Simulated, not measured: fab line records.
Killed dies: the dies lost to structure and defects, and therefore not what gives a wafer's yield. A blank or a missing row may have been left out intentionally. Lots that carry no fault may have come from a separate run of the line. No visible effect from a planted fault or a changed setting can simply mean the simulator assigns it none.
The tool behind it: which one? ; flow gf180mcu ; 13 lots with 39 wafers sampled at 5 steps, on a route of 602 steps

WHAT THE GAUGES SHOWED, per wafer
GF_M1_OVL_MEAS_15.
lot;measured;on;M1_OVL (nm)
L489;day 16 19:10;overlay-02;-4 -3 -1
L490;day 17 09:56;overlay-01;-5 0 -4
L492;day 17 19:53;overlay-01;4 5 2
L491;day 18 03:19;overlay-01;0 -1 1
L493;day 18 06:51;overlay-02;-11 -16 -6
L499;day 21 03:53;overlay-02;-3 -8 -4
L503;day 22 04:49;overlay-02;3 0 -2
L506;day 23 07:59;overlay-02;0 -1 -10
L507;day 23 13:20;overlay-01;-3 -1 -7
L509;day 24 10:52;overlay-02;-6 -10 -7
L510;day 24 17:58;overlay-02;0 -7 -1
L511;day 25 01:32;overlay-02;-3 2 -5
L512;day 25 05:13;overlay-01;-12 -5 -6

GF_V1_THK_MEAS_01.
lot;measured;on;V1_CVD_00_THK (nm)
L489;day 16 19:58;film metro-01;593 593 603
L490;day 17 10:42;film metro-01;593 599 591
L492;day 17 20:40;film metro-03;602 610 589
L491;day 18 04:05;film metro-01;609 600 606
L493;day 18 07:38;film metro-01;603 597 609
L499;day 21 04:41;film metro-01;608 608
L503;day 22 05:38;film metro-03;603 614
L506;day 23 08:45;film metro-03;607 599 599
L507;day 23 14:07;film metro-04;617 597 599
L509;day 24 11:39;film metro-04;606 608 602
L510;day 24 18:46;film metro-04;611 620 613
L511;day 25 02:20;film metro-04;606 603 615
L512;day 25 06:02;film metro-03;613 600 605

WHICH TOOL RAN EACH LOT (tool, then ch and the chambers of the sampled wafers, then the start)
lot;GF_M1_SPUTTER_03;GF_M1_METAL_ETCH_16;GF_M1_STRIP_17
L489;pvd sputter-01, day 15 20:34;rie metal-02 ch 0,1, day 16 19:12;plasma asher-03 ch 0,1, day 16 19:20
L490;pvd sputter-02, day 16 10:44;rie metal-02 ch 0,1, day 17 09:59;plasma asher-04 ch 0,1, day 17 10:07
L492;pvd sputter-03, day 16 20:52;rie metal-02 ch 0,1, day 17 19:55;plasma asher-03 ch 0,1, day 17 20:03
L491;pvd sputter-01, day 17 03:59;rie metal-02 ch 0,1, day 18 03:21;plasma asher-02 ch 0,1, day 18 03:29
L493;pvd sputter-03, day 17 07:06;rie metal-03 ch 0,1, day 18 06:55;plasma asher-02 ch 0,1, day 18 07:02
L499;pvd sputter-03, day 20 04:09;rie metal-03 ch 0,1, day 21 03:55;plasma asher-02 ch 0,1, day 21 04:03
L503;pvd sputter-03, day 21 05:31;rie metal-03 ch 0,1, day 22 04:53;plasma asher-04 ch 0,1, day 22 05:01
L506;pvd sputter-03, day 22 09:14;rie metal-04 ch 0,1, day 23 08:01;plasma asher-03 ch 0,1, day 23 08:09
L507;pvd sputter-01, day 22 14:51;rie metal-02 ch 0,1, day 23 13:22;plasma asher-03 ch 0,1, day 23 13:30
L509;pvd sputter-03, day 23 12:24;rie metal-03 ch 0,1, day 24 10:56;plasma asher-03 ch 0,1, day 24 11:04
L510;pvd sputter-03, day 23 19:40;rie metal-04 ch 0, day 24 18:00;plasma asher-04 ch 0,1, day 24 18:08
L511;pvd sputter-02, day 24 03:52;rie metal-02 ch 0,1, day 25 01:34;plasma asher-04 ch 1, day 25 01:42
L512;pvd sputter-01, day 24 07:07;rie metal-03 ch 0,1, day 25 05:17;plasma asher-03 ch 0,1, day 25 05:25
- GF_M1_SPUTTER_03: material Ti, target thk 10 nm, time 6.7 s.
- GF_M1_METAL_ETCH_16: etches the open film in Cl2/BCl3, stops on SiO2, target depth 750.8 nm, time 125.1 s.
- GF_M1_STRIP_17: strips in O2/N2.

WHAT THE TOOLS THEMSELVES READ (means of the sampled wafers that have a number; where no wafer has one, the mark that the record gives instead)
GF_M1_SPUTTER_03.
lot;tool;throttle valve pct (%)
L489;pvd sputter-01;31.2
L490;pvd sputter-02;31.1
L492;pvd sputter-03;29.7
L491;pvd sputter-01;31.4
L493;pvd sputter-03;29.7
L499;pvd sputter-03;29.2
L503;pvd sputter-03;29.8
L506;pvd sputter-03;29.2
L507;pvd sputter-01;31.4
L509;pvd sputter-03;29.7
L510;pvd sputter-03;29.1
L511;pvd sputter-02;31.0
L512;pvd sputter-01;31.0

GF_M1_METAL_ETCH_16.
lot;tool;drypump motor current A (A);oes product au (a.u.);throttle valve pct (%)
L489;rie metal-02;5.8;0.985;28.232
L490;rie metal-02;5.8;0.993;28.226
L492;rie metal-02;6.2;0.987;28.234
L491;rie metal-02;5.8;0.988;28.233
L493;rie metal-03;6.0;0.990;28.222
L499;rie metal-03;5.9;0.930;28.307
L503;rie metal-03;6.0;0.921;28.297
L506;rie metal-04;6.3;0.996;28.226
L507;rie metal-02;6.2;0.992;28.231
L509;rie metal-03;5.9;0.997;28.229
L510;rie metal-04;6.2;0.986;28.232
L511;rie metal-02;5.8;0.991;28.232
L512;rie metal-03;6.0;0.999;28.227

GF_M1_STRIP_17.
lot;tool;drypump motor current A (A);heater power w (W);oes product au (a.u.);strip time to endpoint s (s)
L489;plasma asher-03;6.1;317;0.537;7.38
L490;plasma asher-04;5.1;365;0.530;7.38
L492;plasma asher-03;6.1;324;0.538;7.42
L491;plasma asher-02;5.1;293;0.539;7.39
L493;plasma asher-02;5.2;294;0.531;7.37
L499;plasma asher-02;5.4;278;0.556;7.71
L503;plasma asher-04;5.2;345;0.554;7.76
L506;plasma asher-03;6.1;338;0.537;7.43
L507;plasma asher-03;6.1;343;0.537;7.36
L509;plasma asher-03;6.1;319;0.540;7.37
L510;plasma asher-04;5.1;368;0.541;7.40
L511;plasma asher-04;5.4;331;0.536;7.33
L512;plasma asher-03;6.1;324;0.534;7.37

THE ANSWER, worked out from the rows above alone
Rule: what is usual is taken from the lots themselves. The widest of any qualifying gaps counts: lots, ordered by their means at a reading, are off when they make up no more than a third of the lots, leave a main group of 4 or more, and stand apart from it by 3 or more times the standard deviation of that group's means. A main group is skipped when, at the precision printed for the reading in the tables above, its means are all equal. Also off: a lot with no number at a reading for which 4 or more lots have one. All remaining lots with rows at the step are treated as sound. The gauges are gone through in route order, then the tools' own readings, and for those a lot's mean is taken as printed above. The first step at which some lot is off is used, and at that step the reading that is off furthest; a lot without a number counts as furthest.
Off: L499, L503, at GF_M1_METAL_ETCH_16 (throttle valve pct). The main group: mean 28.229 %, standard deviation 0.0036.
If a tool, at that step or one of the process steps before it, ran each lot that is off and ran no sound lot following the first of them, it fits. None of those tried fits.

WHAT WAS PUT IN BY THE SIMULATOR
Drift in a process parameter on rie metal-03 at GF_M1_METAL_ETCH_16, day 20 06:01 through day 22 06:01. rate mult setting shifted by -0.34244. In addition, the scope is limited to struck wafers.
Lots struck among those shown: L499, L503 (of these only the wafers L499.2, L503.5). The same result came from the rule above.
